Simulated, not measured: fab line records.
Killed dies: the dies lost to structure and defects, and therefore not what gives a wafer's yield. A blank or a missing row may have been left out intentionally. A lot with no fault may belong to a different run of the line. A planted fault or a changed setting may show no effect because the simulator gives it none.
Which tool did it? / flow sfq line / 7 lots (21 wafers sampled), 1 step of a 325-step route

## WHAT THE GAUGES SHOWED, per wafer
SFQ_R5_THK_MEAS_934: measures by xrf.
lot=L565; measured=day 53 02:47; on=film metro-03; R5_MONX_THK (nm)=40.1 39.6 40.0
lot=L567; measured=day 53 14:47; on=film metro-02; R5_MONX_THK (nm)=39.1 39.2 39.9
lot=L569; measured=day 54 00:24; on=film metro-02; R5_MONX_THK (nm)=39.9 40.1 39.3
lot=L571; measured=day 54 11:47; on=film metro-02; R5_MONX_THK (nm)=41.3 41.4 41.3
lot=L575; measured=day 61 09:29; on=film metro-02; R5_MONX_THK (nm)=40.8 40.3 40.7
lot=L580; measured=day 62 06:29; on=film metro-02; R5_MONX_THK (nm)=40.0 40.7 40.0
lot=L582; measured=day 62 12:28; on=film metro-02; R5_MONX_THK (nm)=39.4 40.2 39.5

## EACH LOT AND THE TOOL THAT RAN IT (in order: tool; ch and the chambers of the sampled wafers; start)
The record shows no process step preceding these readings.

## THE ANSWER, worked out from the rows above alone
Rule: the usual values come from the lots themselves. The widest of any qualifying gaps counts: lots, ordered by their means at a reading, are off when they make up no more than a third of the lots, leave a main group of 4 or more, and stand apart from it by 3 or more times the standard deviation of that group's means. A main group is skipped when, at the precision printed for the reading in the tables above, its means are all equal. Also off: a lot with no number at a reading for which 4 or more lots have one. All remaining lots with rows at the step are treated as sound.
None of the lots is off at any reading shown; this tells nothing.

## WHAT HAD BEEN PUT IN BY THE SIMULATOR
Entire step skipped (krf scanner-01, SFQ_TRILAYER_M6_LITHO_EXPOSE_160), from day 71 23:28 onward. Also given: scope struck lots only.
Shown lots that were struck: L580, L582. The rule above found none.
